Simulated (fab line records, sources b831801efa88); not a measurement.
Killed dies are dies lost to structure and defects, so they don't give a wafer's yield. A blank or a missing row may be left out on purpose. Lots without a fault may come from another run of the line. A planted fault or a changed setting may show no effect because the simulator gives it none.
Which tool did it? | flow sfq_line | 6 lots, 18 wafers sampled, at 2 steps of a route of 325

WHAT THE GAUGES READ, wafer by wafer
SFQ_L0V_OVL_MEAS_903.
lot  | measured    | on         | L0V_OVL (nm)
L624 | day 5 16:25 | overlay-02 | -3 -6 -1
L626 | day 6 03:15 | overlay-02 | 1 -5 -2
L628 | day 6 10:31 | overlay-02 | -5 3 -8
L630 | day 6 23:43 | overlay-01 | -4 -4 -5
L632 | day 7 10:32 | overlay-01 | 176 175 177
L634 | day 7 20:08 | overlay-02 | 171 175 172

WHICH TOOL RAN EACH LOT (tool, then ch and the chambers of the sampled wafers, then the start)
lot  | SFQ_TRILAYER_L0_VIA_LITHO_EXPOSE_014
L624 | krf_scanner-02 ch 0, day 5 14:55
L626 | krf_scanner-02 ch 0, day 6 01:55
L628 | krf_scanner-02 ch 0, day 6 09:13
L630 | krf_scanner-02 ch 0, day 6 22:13
L632 | krf_scanner-02 ch 0, day 7 09:25
L634 | krf_scanner-02 ch 0, day 7 19:13
- SFQ_TRILAYER_L0_VIA_LITHO_EXPOSE_014: exposes mask L0V, target cd 700 nm.

THE ANSWER, worked out from the rows above alone
Rule: what is usual is taken from the lots themselves. Put in order of their means at a reading, lots are off if they are a third of the lots or fewer, leave a main group of 4 or more, and stand apart from it by a gap of 3 or more times the standard deviation of the main group's means; of several such gaps the widest counts. A main group whose means are all the same, to the digits that the tables above print for the reading, isn't used. A lot without any number at a reading at which 4 lots or more have one is off too. The other lots that the step has rows for count as sound.
Off: L632, L634, at SFQ_L0V_OVL_MEAS_903 (L0V_OVL). The main group: mean -3 nm, standard deviation 0.83.
A tool fits if, at a process step before that reading, it ran every lot that is off, and no sound lot after the first of them. The gauges at SFQ_L0V_OVL_MEAS_903 are tried like those tools. One fits: krf_scanner-02 at SFQ_TRILAYER_L0_VIA_LITHO_EXPOSE_014. Its last sound lot is L630 (day 6 22:13), its first lot that is off L632 (day 7 09:25): a fault that began between those two fits.

WHAT THE SIMULATOR HAD PUT IN
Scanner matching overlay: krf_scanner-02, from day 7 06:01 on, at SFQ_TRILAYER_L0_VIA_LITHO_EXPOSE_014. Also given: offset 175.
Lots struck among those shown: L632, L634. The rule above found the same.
